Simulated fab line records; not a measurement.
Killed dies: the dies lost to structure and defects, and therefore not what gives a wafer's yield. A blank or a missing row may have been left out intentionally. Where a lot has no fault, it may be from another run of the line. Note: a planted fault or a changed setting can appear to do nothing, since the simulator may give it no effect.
fab line records | flow sky130
record: lots: 11 wafers: 33 last-day: 50
route steps=708 shown CAPM@551 VIA3@573 PAD_OPEN@708
lots that met no fault: from a run of the same line without faults
start-h: hours from the record's first day to the start of the lot's first wafer shown | wait-h: how many hours have passed since the lot's step before this one | " the same as in the row above | L1.1+2: several wafers, shown together as one row | - no value, or no start given | * or withheld: withheld | < > ~ a bound
route shown NAME@n: NAME is a module with steps in the file, n the number in the route of the first one | usual: average and standard deviation across the fault-free wafers | same: alike in all rows | chamber/n: place in a boat | sites: the reading at each site | _std_site: their standard deviation | _edge_site: the outer-site mean with the inner-site mean subtracted | radius-mm: for every site, how far away it sits from the centre of the wafer | mask NAME#n: copy n | behind: tool/chamber where the wafer was last shaped | hold: cause of the lot's hold/its duration in hours/its outcome | device: names the non-switching transistor (n, p or np) | end of line: at the end of the route, the tests of the same wafers | a step given without rows: its recipe and nothing more | killed: at the first sort, the dies lost to defects and structure; wafer yield is something else | map: a wafer's dies, x killed, . not, _ none there
set.NAME: the setting as run; set.NAME@STEP: as run at that earlier step | model.NAME: the simulator's own value behind a step, which no gauge read
the route's steps for a sample of lots (tables are steps, rows are wafers)
services: the hour from which a tool's chamber was out of use, counted from the record's first day as start-h (under 0 if before that day), plus the number of hours and why
== steps ==
step: SKY_CAPM_STRIP_14
recipe: chemistry: O2/N2 power-w: 1400 pressure-mtorr: 1500 platen-temp-c: withheld o2-flow-sccm: 3000 n2-flow-sccm: 300 overash-fraction: 0.5
usual: drypump-motor-current-A: 5.8/0.5 oes-product-au: 0.710/0.0048 strip-time-to-endpoint-s: 12.67/0.055
columns lot.wafer tool chamber start-h wait-h drypump-motor-current-A oes-product-au rf-hours-counter-h strip-time-to-endpoint-s
L420.3 plasma-asher-04 0 894.03 0.1 5.7 0.707 - 12.66
L420.4 " 1 " " 6.0 0.708 - 12.66
L420.5 " 0 " " 5.7 0.704 - 12.63
L421.2 plasma-asher-04 1 902.93 0.1 6.0 0.711 107 12.60
L421.3 " 0 " " 5.8 0.709 - 12.62
L421.5 " 0 " " 5.7 0.714 - 12.69
L423.1 plasma-asher-01 1 913.88 0.1 5.6 0.719 17 12.68
L423.2 " 0 " " 6.4 0.708 17 12.68
L423.6 " 0 " " 6.4 0.712 - 12.73
L425.1 plasma-asher-04 1 920.34 0.1 6.0 0.710 109 12.70
L425.3 " 1 " " 6.0 0.705 - 12.66
L425.6 " 0 " " 5.7 0.711 - 12.68
L427.1 plasma-asher-03 0 934.24 0.1 4.9 0.710 80 12.62
L427.4 " 1 " " 6.3 0.708 - 12.73
L427.6 " 1 " " 6.3 0.709 - 12.63
L430.3 plasma-asher-03 0 956.40 0.1 4.9 0.712 - 12.63
L430.4 " 1 " " 6.3 0.707 - 12.64
L430.6 " 0 " " 4.9 0.716 - 12.64
L431.1 plasma-asher-01 1 960.02 0.1 5.6 0.717 22 12.71
L431.2 " 0 " " 6.4 0.711 22 12.67
L431.3 " 1 " " 5.6 0.700 - 12.72
L432.1 plasma-asher-04 0 963.09 0.1 5.7 0.702 113 12.59
L432.4 " 1 " " 6.0 0.712 - 12.66
L432.5 " 1 " " 6.0 0.711 - 12.60
L441.2 plasma-asher-03 1 1030.78 0.1 6.3 0.702 90 12.66
L441.4 " 0 " " 4.9 0.705 - 12.73
L441.5 " 0 " " 4.9 0.707 - 12.70
L442.3 plasma-asher-03 0 1032.56 0.1 4.9 0.720 - 12.53
L442.4 " 1 " " 6.3 0.705 - 12.56
L442.5 " 1 " " 6.3 0.711 - 12.57
L443.1 plasma-asher-04 0 1036.82 0.1 5.8 0.712 120 12.60
L443.3 " 0 " " 5.8 0.711 - 12.63
L443.5 " 1 " " 6.0 0.716 - 12.64
step: SKY_VIA3_HDPCVD_00
recipe: material: SiO2 target-thk-nm: 1635 sigma-open-frac: 0.3 time-s: 272.5 temp-c: 400 sih4-flow-sccm: 60 pressure-mtorr: 6
usual: sih4-flow-sccm: 59.99/0.17
columns lot.wafer tool chamber start-h wait-h sih4-flow-sccm
L420.3 hdpcvd-02 2 920.28 0.0 59.93
L420.4 " 2 " " 59.90
L420.5 " 0 " " 60.01
L421.2 hdpcvd-02 1 929.33 0.0 60.01
L421.3 " 2 " " 60.44
L421.5 " 2 " " 60.27
L423.1 hdpcvd-02 2 940.26 0.0 60.10
L423.2 " 1 " " 60.05
L423.6 " 2 " " 60.02
L425.1 hdpcvd-01 0 946.88 0.0 60.14
L425.3 " 2 " " 60.02
L425.6 " 1 " " 60.10
L427.1 hdpcvd-02 1 960.12 0.0 59.83
L427.4 " 2 " " 60.05
L427.6 " 1 " " 59.93
L430.3 hdpcvd-02 1 981.85 0.0 48.36
L430.4 " 2 " " 59.96
L430.6 " 0 " " 59.74
L431.1 hdpcvd-02 1 985.41 0.0 47.93
L431.2 " 0 " " 59.94
L431.3 " 2 " " 60.10
L432.1 hdpcvd-01 1 988.54 0.0 59.75
L432.4 " 1 " " 60.04
L432.5 " 0 " " 59.60
L441.2 hdpcvd-02 0 1055.03 0.0 59.98
L441.4 " 2 " " 60.00
L441.5 " 1 " " 59.95
L442.3 hdpcvd-02 0 1056.76 0.0 59.99
L442.4 " 2 " " 59.72
L442.5 " 0 " " 59.93
L443.1 hdpcvd-02 2 1060.14 0.0 59.77
L443.3 " 0 " " 60.05
L443.5 " 2 " " 59.71
step: SKY_VIA3_THK_MEAS_01
recipe: reads: SiO2_of_VIA3_HDPCVD_00
usual: VIA3_HDPCVD_THK: 1625/23
columns lot.wafer tool chamber start-h wait-h VIA3_HDPCVD_THK[nm]
L420.3 film-metro-01 - 920.47 0.1 1641
L420.4 " - " " 1643
L420.5 " - " " 1615
L421.2 film-metro-03 - 929.51 0.1 1593
L421.3 " - " " 1634
L421.5 " - " " 1624
L423.1 film-metro-03 - 940.42 0.1 1617
L423.2 " - " " 1590
L423.6 " - " " 1635
L425.1 film-metro-03 - 947.04 0.1 1651
L425.3 " - " " 1660
L425.6 " - " " 1633
L427.1 film-metro-02 - 960.29 0.1 1584
L427.4 " - " " 1642
L427.6 " - " " 1619
L430.3 film-metro-02 - 982.08 0.1 1299
L430.4 " - " " 1661
L430.6 " - " " 1616
L431.1 film-metro-02 - 985.57 0.1 1286
L431.2 " - " " 1597
L431.3 " - " " 1643
L432.1 film-metro-02 - 988.71 0.1 1635
L432.4 " - " " 1641
L432.5 " - " " 1669
L441.2 film-metro-02 - 1055.21 0.1 1581
L441.4 " - " " 1675
L441.5 " - " " 1613
L442.3 film-metro-03 - 1056.95 0.1 1584
L442.4 " - " " 1634
L442.5 " - " " 1594
L443.1 film-metro-02 - 1060.31 0.1 1664
L443.3 " - " " 1609
L443.5 " - " " 1660
step: SKY_VIA3_OVL_MEAS_13
usual: VIA3_OVL: 4/5.6
columns lot.wafer tool chamber start-h wait-h VIA3_OVL[nm]
L420.3 overlay-02 - 945.97 0.1 -2
L420.4 " - " " -7
L420.5 " - " " -3
L421.2 overlay-02 - 954.26 0.1 7
L421.3 " - " " 6
L421.5 " - " " 3
L423.1 overlay-01 - 964.40 0.1 19
L423.2 " - " " 5
L423.6 " - " " 9
L425.1 overlay-02 - 971.67 0.1 5
L425.3 " - " " 10
L425.6 " - " " 5
L427.1 overlay-01 - 984.56 0.1 13
L427.4 " - " " 11
L427.6 " - " " 13
L430.3 overlay-02 - 1005.52 0.1 -2
L430.4 " - " " 3
L430.6 " - " " 2
L431.1 overlay-02 - 1009.57 0.1 16
L431.2 " - " " 8
L431.3 " - " " 8
L432.1 overlay-01 - 1012.22 0.1 -4
L432.4 " - " " 2
L432.5 " - " " -1
L441.2 overlay-01 - 1077.01 0.1 -7
L441.4 " - " " -2
L441.5 " - " " 9
L442.3 overlay-01 - 1078.82 0.1 4
L442.4 " - " " 4
L442.5 " - " " 9
L443.1 overlay-01 - 1082.45 0.1 4
L443.3 " - " " 1
L443.5 " - " " -1
step: SKY_VIA3_ETCH_14
recipe: chemistry: N2/H2 target: BARC ion-energy-ev: 200 source-w: 500 bias-w: 100 pressure-mtorr: 30 n2-flow-sccm: 100 h2-flow-sccm: 200 stop-on: SiO2 time-s: 45.9 target-depth-a: 600
usual: drypump-motor-current-A: 5.7/0.41 oes-product-au: 0.854/0.0053 throttle-valve-pct: 13.225/0.0091
columns lot.wafer tool chamber start-h wait-h drypump-motor-current-A oes-product-au rf-hours-counter-h throttle-valve-pct
L420.3 rie-diel-04 1 945.99 0.0 5.7 0.850 8 13.233
L420.4 " 2 " " 6.3 0.852 18 13.209
L420.5 " 1 " " 5.7 0.852 - 13.222
L421.2 rie-diel-04 2 954.29 0.0 6.3 0.852 18 13.225
L421.3 " 0 " " 5.1 0.852 10 13.229
L421.5 " 0 " " 5.1 0.857 - 13.222
L423.1 rie-diel-03 3 964.44 0.0 6.0 0.847 18 13.208
L423.2 " 1 " " 5.0 0.864 15 13.242
L423.6 " 0 " " 5.3 0.851 - 13.222
L425.1 rie-diel-03 3 971.71 0.0 6.0 0.850 18 13.227
L425.3 " 0 " " 5.3 0.848 19 13.220
L425.6 " 2 " " 5.5 0.848 - 13.229
L427.1 rie-diel-03 0 984.59 0.0 5.3 0.852 20 13.235
L427.4 " 3 " " 5.9 0.856 19 13.223
L427.6 " 2 " " 5.5 0.857 - 13.243
L430.3 rie-diel-01 2 1005.54 0.0 5.8 0.852 10 13.216
L430.4 " 1 " " 5.7 0.857 - 13.225
L430.6 " 3 " " 5.8 0.848 - 13.233
L431.1 rie-diel-03 1 1009.61 0.0 5.1 0.845 17 13.238
L431.2 " 2 " " 5.5 0.859 27 13.226
L431.3 " 3 " " 6.0 0.850 19 13.225
L432.1 rie-diel-04 3 1012.26 0.0 6.1 0.852 4 13.220
L432.4 " 1 " " 5.7 0.857 10 13.231
L432.5 " 1 " " 5.7 0.857 - 13.227
L441.2 rie-diel-03 2 1077.04 0.0 5.5 0.856 30 13.201
L441.4 " 1 " " 5.0 0.851 19 13.215
L441.5 " 1 " " 5.0 0.852 - 13.221
L442.3 rie-diel-03 3 1078.85 0.0 5.9 0.855 21 13.234
L442.4 " 1 " " 5.0 0.857 19 13.229
L442.5 " 0 " " 5.3 0.857 - 13.240
L443.1 rie-diel-01 2 1082.49 0.0 5.8 0.863 13 13.220
L443.3 " 3 " " 5.8 0.852 12 13.225
L443.5 " 3 " " 5.8 0.853 - 13.224
step: SKY_PAD_OPEN_PROBE_99
usual: defect-limited-yield: 82.3/1.8 killed_at_M0_to_M3: 43/7 killed_at_M4_up: 3.1/1.9 killed-at-contacts: 25/6.1 killed-at-front-end: 15/4.5 killed-at-other: 0.3/0.55 killed-dies: 87/8.9 killed-open: 47/6.4 killed-short: 40/6.6 sort_bin_3_pad_short: 0.9/0.42 sort_bin_5_function: 10.4/1.4 sort_bin_6_memory: 6.5/1.1 sort-n-pass: 405/8.9 sort-yield-pct: 82.3/1.8
same: gross-dies: 492 killed-at-back-side: 0 sort_bin_4_leakage[%]: 0 sort_bin_8_speed[%]: 0
columns lot.wafer tool chamber start-h wait-h defect-limited-yield[%] killed_at_M0_to_M3 killed_at_M4_up killed-at-contacts killed-at-front-end killed-at-other killed-dies killed-open killed-short sort_bin_3_pad_short[%] sort_bin_5_function[%] sort_bin_6_memory[%] sort-n-pass sort-yield-pct[%]
L420.3 prober-02 - 1091.30 0.2 82.9 41 3 26 14 0 84 45 39 0.6 10.8 5.7 408 82.9
L420.4 prober-02 - 1091.35 0.2 83.1 33 0 36 14 0 83 51 32 0.6 11.8 4.5 409 83.1
L420.5 prober-02 - 1091.40 0.2 80.3 49 5 28 14 1 97 49 47 0.8 12.2 6.7 395 80.3
L421.2 prober-01 - 1098.48 0.1 82.7 46 3 20 16 0 85 45 39 0.6 10.8 5.9 407 82.7
L421.3 prober-01 - 1098.53 0.2 81.3 56 3 22 11 0 92 40 50 1.4 10.0 7.3 400 81.3
L421.5 prober-01 - 1098.63 0.2 79.7 62 2 23 12 1 100 58 41 1.0 12.6 6.7 392 79.7
L423.1 prober-02 - 1106.27 0.1 81.7 41 2 35 11 1 90 46 43 1.6 11.6 5.1 402 81.7
L423.2 prober-02 - 1106.32 0.1 81.3 50 4 25 13 0 92 49 43 0.6 12.8 5.3 400 81.3
L423.6 prober-02 - 1106.52 0.2 81.5 48 1 23 19 0 91 54 37 1.4 11.6 5.5 401 81.5
L425.1 prober-01 - 1114.94 0.1 81.5 54 2 17 17 1 91 47 42 1.2 8.9 8.3 401 81.5
L425.3 prober-01 - 1115.04 0.2 83.9 46 1 22 9 1 79 49 29 0.6 9.6 5.9 413 83.9
L425.6 prober-01 - 1115.19 0.2 83.1 42 3 20 18 0 83 57 25 0.6 9.6 6.7 409 83.1
L427.1 prober-01 - 1133.58 0.1 80.7 52 0 28 15 0 95 51 44 1.2 10.6 7.5 397 80.7
L427.4 prober-01 - 1133.73 0.2 79.5 49 4 26 21 1 101 48 53 1.4 11.2 7.9 391 79.5
L427.6 prober-01 - 1133.83 0.2 83.3 45 3 15 19 0 82 48 34 0.6 9.3 6.7 410 83.3
L430.3 prober-02 - 1141.57 0.2 79.9 31 5 48 15 0 99 57 41 0.8 12.2 7.1 393 79.9
L430.4 prober-02 - 1141.62 0.2 84.6 36 1 25 13 1 76 48 27 0.8 8.7 5.9 416 84.6
L430.6 prober-02 - 1141.72 0.2 83.7 32 2 25 21 0 80 48 32 0.4 9.3 6.5 412 83.7
L431.1 prober-01 - 1146.02 0.1 85.2 43 4 16 10 0 73 42 31 0.2 10.4 4.3 419 85.2
L431.2 prober-01 - 1146.07 0.1 85.6 45 1 17 7 1 71 36 34 0.6 7.5 6.3 421 85.6
L431.3 prober-01 - 1146.12 0.2 84.8 29 1 24 21 0 75 37 37 1.2 9.3 4.7 417 84.8
L432.1 prober-02 - 1148.31 0.1 83.5 47 2 19 12 1 81 45 35 1.2 8.3 6.9 411 83.5
L432.4 prober-02 - 1148.46 0.2 83.3 42 3 24 13 0 82 45 36 0.6 8.5 7.5 410 83.3
L432.5 prober-02 - 1148.51 0.2 83.1 44 2 22 15 0 83 50 33 0.8 10.6 5.5 409 83.1
L442.3 prober-01 - 1198.81 0.2 82.5 45 3 24 14 0 86 37 48 1.2 10.0 6.3 406 82.5
L442.4 prober-01 - 1198.86 0.2 81.9 44 2 25 18 0 89 52 37 1.2 10.4 6.5 403 81.9
L442.5 prober-01 - 1198.91 0.2 86.8 39 5 13 8 0 65 41 24 0.2 8.7 4.3 427 86.8
L441.2 prober-02 - 1201.98 0.1 83.1 38 5 21 19 0 83 43 40 1.2 9.1 6.5 409 83.1
L441.4 prober-02 - 1202.08 0.2 81.3 41 4 31 16 0 92 45 47 1.2 11.8 5.7 400 81.3
L441.5 prober-02 - 1202.13 0.2 80.1 42 1 27 27 1 98 53 45 0.6 12.4 6.9 394 80.1
L443.1 prober-01 - 1204.27 0.1 82.5 47 2 18 18 1 86 40 46 1.2 9.3 6.9 406 82.5
L443.3 prober-01 - 1204.37 0.2 84.1 40 1 22 15 0 78 39 39 1.0 8.9 5.9 414 84.1
L443.5 prober-01 - 1204.47 0.2 79.5 49 3 26 23 0 101 47 54 0.8 12.0 7.7 391 79.5
killed by level:class
L420.3 FIELD_ISO:geometric-particle:open=7 CONTACT:geometric-particle:open=7 VIA1:geometric-particle:open=7 LI_CONTACT:geometric-particle:open=6 VIA1:geometric-particle:short=6 METAL2:geometric-particle:short=5 VIA3:geometric-particle:open=5 METAL3:geometric-particle:short=5
L420.4 CONTACT:geometric-particle:open=19 CONTACT:geometric-particle:short=10 VIA1:geometric-particle:open=8 VIA2:geometric-particle:open=7 VIA3:geometric-particle:open=6 LI_CONTACT:geometric-particle:open=5 POLY_GATE:geometric-particle:short=4 VIA1:geometric-particle:short=4
L420.5 VIA1:geometric-particle:short=11 CONTACT:geometric-particle:open=10 VIA1:geometric-particle:open=9 VIA2:geometric-particle:open=8 LI_CONTACT:geometric-particle:short=6 LI_CONTACT:geometric-particle:open=6 VIA2:geometric-particle:short=5 FIELD_ISO:geometric-particle:open=4
L421.2 VIA1:geometric-particle:open=12 VIA2:geometric-particle:open=11 CONTACT:geometric-particle:open=10 CONTACT:geometric-particle:short=6 FIELD_ISO:geometric-particle:open=5 VIA1:geometric-particle:short=5 METAL2:geometric-particle:short=4 VIA3:geometric-particle:open=4
L421.3 VIA1:geometric-particle:open=12 VIA1:geometric-particle:short=12 VIA2:geometric-particle:open=8 METAL3:geometric-particle:short=6 CONTACT:geometric-particle:open=5 VIA2:geometric-particle:short=4 LI_CONTACT:geometric-particle:open=4 LOCAL_INTERCONNECT:geometric-particle:short=4
L421.5 VIA1:geometric-particle:open=17 CONTACT:geometric-particle:open=13 VIA1:geometric-particle:short=10 VIA3:geometric-particle:open=8 METAL2:geometric-particle:short=7 FIELD_ISO:geometric-particle:open=6 VIA3:geometric-particle:short=6 VIA2:geometric-particle:open=5
L423.1 CONTACT:geometric-particle:open=12 LI_CONTACT:geometric-particle:open=9 METAL2:geometric-particle:short=7 CONTACT:geometric-particle:short=6 VIA2:geometric-particle:short=6 VIA1:geometric-particle:open=6 VIA2:geometric-particle:open=5 VIA1:geometric-particle:short=4
L423.2 VIA1:geometric-particle:open=13 METAL2:geometric-particle:short=12 LI_CONTACT:geometric-particle:open=10 CONTACT:geometric-particle:open=7 VIA1:geometric-particle:short=6 FIELD_ISO:geometric-particle:short=5 VIA2:geometric-particle:open=5 VIA3:geometric-particle:open=5
L423.6 VIA1:geometric-particle:open=14 CONTACT:geometric-particle:open=9 LI_CONTACT:geometric-particle:open=7 FIELD_ISO:geometric-particle:open=6 VIA2:geometric-particle:open=6 VIA3:geometric-particle:open=5 METAL1:geometric-particle:short=5 VIA1:geometric-particle:short=5
L425.1 VIA1:geometric-particle:open=13 METAL2:geometric-particle:short=9 VIA3:geometric-particle:open=8 VIA1:geometric-particle:short=6 VIA2:geometric-particle:short=6 CONTACT:geometric-particle:open=5 FIELD_ISO:geometric-particle:open=4 LOCAL_INTERCONNECT:geometric-particle:short=4
L425.3 VIA1:geometric-particle:open=13 VIA3:geometric-particle:open=9 VIA2:geometric-particle:open=8 CONTACT:geometric-particle:open=8 LI_CONTACT:geometric-particle:open=6 METAL2:geometric-particle:short=5 CONTACT:geometric-particle:short=4 POLY_GATE:geometric-particle:open=3
L425.6 CONTACT:geometric-particle:open=11 METAL2:geometric-particle:short=8 VIA1:geometric-particle:open=8 VIA2:geometric-particle:open=7 LI_CONTACT:geometric-particle:open=7 POLY_GATE:geometric-particle:open=6 VIA3:geometric-particle:open=6 POLY_GATE:geometric-particle:short=4
L427.1 CONTACT:geometric-particle:open=11 LI_CONTACT:geometric-particle:open=10 VIA1:geometric-particle:open=9 VIA1:geometric-particle:short=8 VIA2:geometric-particle:open=8 METAL1:geometric-particle:short=7 VIA3:geometric-particle:short=7 FIELD_ISO:geometric-particle:open=5
L427.4 VIA1:geometric-particle:open=10 FIELD_ISO:geometric-particle:short=8 LI_CONTACT:geometric-particle:open=8 VIA1:geometric-particle:short=8 VIA2:geometric-particle:open=8 CONTACT:geometric-particle:short=6 CONTACT:geometric-particle:open=6 FIELD_ISO:geometric-particle:open=4
L427.6 VIA1:geometric-particle:open=16 VIA2:geometric-particle:open=9 FIELD_ISO:geometric-particle:short=6 CONTACT:geometric-particle:open=5 FIELD_ISO:geometric-particle:open=5 METAL1:geometric-particle:short=5 VIA3:geometric-particle:open=4 POLY_GATE:geometric-particle:short=3
L430.3 CONTACT:geometric-particle:open=19 LI_CONTACT:geometric-particle:open=14 VIA2:geometric-particle:open=7 VIA1:geometric-particle:open=6 LI_CONTACT:geometric-particle:short=6 CONTACT:geometric-particle:short=6 FIELD_ISO:geometric-particle:short=4 POLY_GATE:geometric-particle:short=4
L430.4 VIA1:geometric-particle:open=10 LI_CONTACT:geometric-particle:open=9 CONTACT:geometric-particle:open=8 METAL1:geometric-particle:short=7 POLY_GATE:geometric-particle:short=5 VIA2:geometric-particle:open=5 CONTACT:geometric-particle:short=4 VIA3:geometric-particle:open=4
L430.6 VIA1:geometric-particle:open=10 CONTACT:geometric-particle:open=9 FIELD_ISO:geometric-particle:short=8 VIA3:geometric-particle:open=8 LI_CONTACT:geometric-particle:open=7 CONTACT:geometric-particle:short=4 FIELD_ISO:geometric-particle:open=3 VIA2:geometric-particle:short=3
L431.1 VIA1:geometric-particle:open=11 METAL2:geometric-particle:short=7 LI_CONTACT:geometric-particle:open=6 CONTACT:geometric-particle:open=5 METAL1:geometric-particle:short=5 VIA2:geometric-particle:open=5 FIELD_ISO:geometric-particle:open=4 VIA3:geometric-particle:open=3
L431.2 VIA2:geometric-particle:open=11 LI_CONTACT:geometric-particle:open=7 METAL1:geometric-particle:short=6 VIA1:geometric-particle:open=6 METAL2:geometric-particle:short=5 VIA3:geometric-particle:open=5 CONTACT:geometric-particle:open=4 VIA1:geometric-particle:short=4
L431.3 CONTACT:geometric-particle:open=8 POLY_GATE:geometric-particle:open=6 CONTACT:geometric-particle:short=6 VIA2:geometric-particle:open=6 POLY_GATE:geometric-particle:short=4 LOCAL_INTERCONNECT:geometric-particle:short=4 VIA1:geometric-particle:short=4 VIA1:geometric-particle:open=4
L432.1 LI_CONTACT:geometric-particle:open=10 VIA2:geometric-particle:open=9 VIA1:geometric-particle:short=8 VIA1:geometric-particle:open=8 METAL1:geometric-particle:short=6 FIELD_ISO:geometric-particle:short=5 CONTACT:geometric-particle:open=5 VIA3:geometric-particle:open=5
L432.4 LI_CONTACT:geometric-particle:open=9 VIA1:geometric-particle:open=9 VIA3:geometric-particle:open=8 CONTACT:geometric-particle:open=6 CONTACT:geometric-particle:short=5 METAL1:geometric-particle:short=5 VIA1:geometric-particle:short=5 POLY_GATE:geometric-particle:open=4
L432.5 CONTACT:geometric-particle:open=12 VIA1:geometric-particle:open=12 LI_CONTACT:geometric-particle:open=8 METAL1:geometric-particle:short=7 FIELD_ISO:geometric-particle:open=5 VIA2:geometric-particle:open=5 POLY_GATE:geometric-particle:short=4 VIA1:geometric-particle:short=4
L442.3 VIA1:geometric-particle:short=9 VIA2:geometric-particle:open=9 VIA1:geometric-particle:open=8 CONTACT:geometric-particle:short=8 METAL2:geometric-particle:short=7 LOCAL_INTERCONNECT:geometric-particle:short=6 FIELD_ISO:geometric-particle:open=5 VIA3:geometric-particle:short=5
L442.4 VIA1:geometric-particle:open=18 CONTACT:geometric-particle:open=12 POLY_GATE:geometric-particle:short=6 VIA3:geometric-particle:open=6 LOCAL_INTERCONNECT:geometric-particle:short=5 FIELD_ISO:geometric-particle:short=4 VIA2:geometric-particle:open=4 FIELD_ISO:geometric-particle:open=3
L442.5 VIA1:geometric-particle:open=9 CONTACT:geometric-particle:open=9 VIA2:geometric-particle:open=8 VIA3:geometric-particle:open=6 METAL2:geometric-particle:short=4 METAL3:geometric-particle:short=3 METAL1:geometric-particle:short=3 METAL4:geometric-particle:short=3
L441.2 POLY_GATE:geometric-particle:short=7 LI_CONTACT:geometric-particle:open=7 CONTACT:geometric-particle:open=7 VIA1:geometric-particle:open=6 METAL1:geometric-particle:short=6 VIA2:geometric-particle:open=6 METAL2:geometric-particle:short=6 FIELD_ISO:geometric-particle:open=5
L441.4 VIA1:geometric-particle:open=14 CONTACT:geometric-particle:open=12 CONTACT:geometric-particle:short=11 FIELD_ISO:geometric-particle:short=7 POLY_GATE:geometric-particle:short=4 LI_CONTACT:geometric-particle:open=4 VIA3:geometric-particle:open=4 VIA2:geometric-particle:short=4
L441.5 CONTACT:geometric-particle:open=9 VIA2:geometric-particle:open=9 POLY_GATE:geometric-particle:short=8 LI_CONTACT:geometric-particle:open=8 METAL2:geometric-particle:short=8 FIELD_ISO:geometric-particle:open=7 VIA1:geometric-particle:open=6 CONTACT:geometric-particle:short=6
L443.1 POLY_GATE:geometric-particle:short=7 VIA3:geometric-particle:open=7 CONTACT:geometric-particle:open=7 VIA1:geometric-particle:open=7 METAL1:geometric-particle:short=6 VIA2:geometric-particle:open=5 METAL2:geometric-particle:short=5 METAL3:geometric-particle:short=4
L443.3 CONTACT:geometric-particle:open=9 VIA3:geometric-particle:open=8 VIA1:geometric-particle:open=7 FIELD_ISO:geometric-particle:short=6 METAL2:geometric-particle:short=5 LI_CONTACT:geometric-particle:short=4 METAL1:geometric-particle:short=4 CONTACT:geometric-particle:short=4
L443.5 VIA1:geometric-particle:open=11 METAL1:geometric-particle:short=8 FIELD_ISO:geometric-particle:short=7 POLY_GATE:geometric-particle:short=7 LI_CONTACT:geometric-particle:open=7 CONTACT:geometric-particle:open=7 CONTACT:geometric-particle:short=7 METAL2:geometric-particle:short=7
== services ==
columns tool chamber start-h hours kind
rie-diel-04 - 870.51 0.1 repair
rie-diel-04 3 880.65 2.6 repair
plasma-asher-01 - 905.04 2.8 pm
rie-diel-03 1 906.54 11.6 repair
hdpcvd-02 2 909.08 4.8 repair
rie-diel-04 0 913.52 3.4 repair
hdpcvd-01 - 918.38 1.6 repair
rie-diel-04 - 926.87 0.1 repair
rie-diel-04 - 938.80 4.4 repair
plasma-asher-04 - 943.23 3.5 repair
hdpcvd-01 - 950.25 15.0 pm
rie-diel-04 1 968.63 8.1 repair
rie-diel-01 0 968.67 1.9 repair
plasma-asher-01 - 975.79 6.1 repair
rie-diel-04 2 1000.36 4.5 repair
rie-diel-01 0 1002.78 9.4 repair
hdpcvd-01 - 1020.08 2.8 pm
plasma-asher-01 - 1020.89 3.7 repair
hdpcvd-01 - 1032.11 28.3 repair
hdpcvd-01 2 1040.95 10.7 repair
plasma-asher-04 - 1055.25 9.0 pm
plasma-asher-04 0 1055.25 9.0 vent-cycle
plasma-asher-04 1 1055.25 9.0 vent-cycle
rie-diel-03 3 1066.60 3.8 repair
== key ==
first-sign: step: SKY_VIA3_HDPCVD_00 reading: sih4-flow-sccm direction: down sigmas: 68 usual: 59.99 struck: 48.14
effect: step: SKY_VIA3_THK_MEAS_01 reading: VIA3_HDPCVD_THK direction: down sigmas: 14 usual: 1625 struck: 1292
met-at SKY_VIA3_HDPCVD_00
struck-lots L430,L431
struck-wafers L430.3,L431.1
not-acting-at SKY_CAPM_STRIP_14,SKY_VIA3_OVL_MEAS_13,SKY_VIA3_ETCH_14
onset-between 960.12 981.85
fault: kind: process-parameter-drift tool: hdpcvd-02 chamber: 1 onset-h: 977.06 steps: SKY_VIA3_HDPCVD_00 channel: sih4-flow-sccm offset: -12 shape: step end-h: 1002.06 acts-in: these-recipes-only stated: 60
